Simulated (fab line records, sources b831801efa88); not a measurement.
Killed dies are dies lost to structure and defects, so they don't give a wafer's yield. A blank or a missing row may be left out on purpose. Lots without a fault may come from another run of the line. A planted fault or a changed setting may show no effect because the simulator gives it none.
Tool commonality check | flow gf180mcu | 14 lots, 42 wafers sampled

WHY IT WAS OPENED
At GF_NSD_CD_MEAS_07 the reading cd_nm is flagged on 2 of 14 lots. Wafers without a fault read 400.0 nm, standard deviation 2.6.
Rule: a lot is flagged when every wafer of it that has a number lies more than 4 standard deviations from that mean, or none has a number. The other lots count as sound.

lot  | measured     | on        | cd_nm (nm), wafer by wafer | flag
L455 | day 13 09:14 | cd_sem-01 | 400.3 401.0 400.6          |
L456 | day 13 20:30 | cd_sem-02 | 395.7 398.6 398.9          |
L458 | day 14 08:55 | cd_sem-02 | 401.6 401.3 401.1          |
L459 | day 14 19:04 | cd_sem-01 | 401.9 399.3 401.1          |
L460 | day 14 22:53 | cd_sem-02 | 399.2 401.0 400.2          |
L461 | day 15 03:30 | cd_sem-02 | 400.3 400.0 398.5          |
L462 | day 15 11:59 | cd_sem-02 | 395.9 396.4 395.2          |
L463 | day 16 01:16 | cd_sem-02 | 397.3 397.0 399.0          |
L465 | day 16 18:08 | cd_sem-01 | 398.7 398.8 398.8          |
L466 | day 16 22:41 | cd_sem-02 | 398.5 397.4 399.2          |
L472 | day 19 02:46 | cd_sem-02 | 371.5 373.0 373.2          | FLAGGED
L473 | day 19 10:29 | cd_sem-01 | 373.8 374.3 374.9          | FLAGGED
L474 | day 19 22:36 | cd_sem-01 | 404.3 404.6 403.7          |
L477 | day 21 03:49 | cd_sem-02 | 402.5 401.2 403.9          |
The numbers of the flagged lots are 373.4 nm on average: -26.6 nm against the usual, or -10 standard deviations.

WHICH TOOL RAN EACH LOT
The record holds 1 process step before the reading, out of a route of 602 steps. In each cell: the tool, then ch and the chambers that the sampled wafers went through, then the start.
lot  | flag    | GF_NSD_EXPOSE_04
L455 |         | iline_stepper-02 ch 0, day 12 23:41
L456 |         | iline_stepper-01 ch 0, day 13 09:50
L458 |         | iline_stepper-02 ch 0, day 13 22:46
L459 |         | iline_stepper-01 ch 0, day 14 08:16
L460 |         | iline_stepper-02 ch 0, day 14 12:35
L461 |         | iline_stepper-01 ch 0, day 14 17:01
L462 |         | iline_stepper-01 ch 0, day 15 01:49
L463 |         | iline_stepper-01 ch 0, day 15 14:32
L465 |         | iline_stepper-02 ch 0, day 16 07:04
L466 |         | iline_stepper-02 ch 0, day 16 11:41
L472 | FLAGGED | iline_stepper-01 ch 0, day 18 14:17
L473 | FLAGGED | iline_stepper-01 ch 0, day 18 22:47
L474 |         | iline_stepper-02 ch 0, day 19 10:19
L477 |         | iline_stepper-02 ch 0, day 20 15:16
What these steps do:
- GF_NSD_EXPOSE_04: exposes mask Nplus, target cd 400 nm.
- GF_NSD_CD_MEAS_07: target cd 400 nm.

FLAGGED OVER TOTAL, TOOL BY TOOL (the gauges that took the reading come last)
step              | tool             | lots run | flagged | share of the flagged lots | sound lots run after its first flagged lot
GF_NSD_EXPOSE_04  | iline_stepper-01 | 7        | 2       | all                       | 0
GF_NSD_EXPOSE_04  | iline_stepper-02 | 7        | 0       | none                      | -
GF_NSD_CD_MEAS_07 | cd_sem-01        | 5        | 1       | some                      | 1 (L474)
GF_NSD_CD_MEAS_07 | cd_sem-02        | 9        | 1       | some                      | 1 (L477)

WHAT THE TABLE ALLOWS
1 row of the table ran every flagged lot: iline_stepper-01 at GF_NSD_EXPOSE_04.
- iline_stepper-01 at GF_NSD_EXPOSE_04: 2 of its 7 lots flagged. Its last sound lot is L463 (day 15 14:32), its first flagged lot L472 (day 18 14:17): a fault that began between those two fits. Its own readings lie more than 4 standard deviations out on every wafer of the flagged lots: exposure_dose_mJ_cm2.
One tool is left: iline_stepper-01 at GF_NSD_EXPOSE_04.

WHAT THE SIMULATOR HAD PUT IN
Process parameter drift: iline_stepper-01, from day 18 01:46 on, at GF_NSD_EXPOSE_04. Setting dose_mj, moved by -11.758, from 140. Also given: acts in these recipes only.
Lots struck among those shown: L472, L473. The rule above found the same.
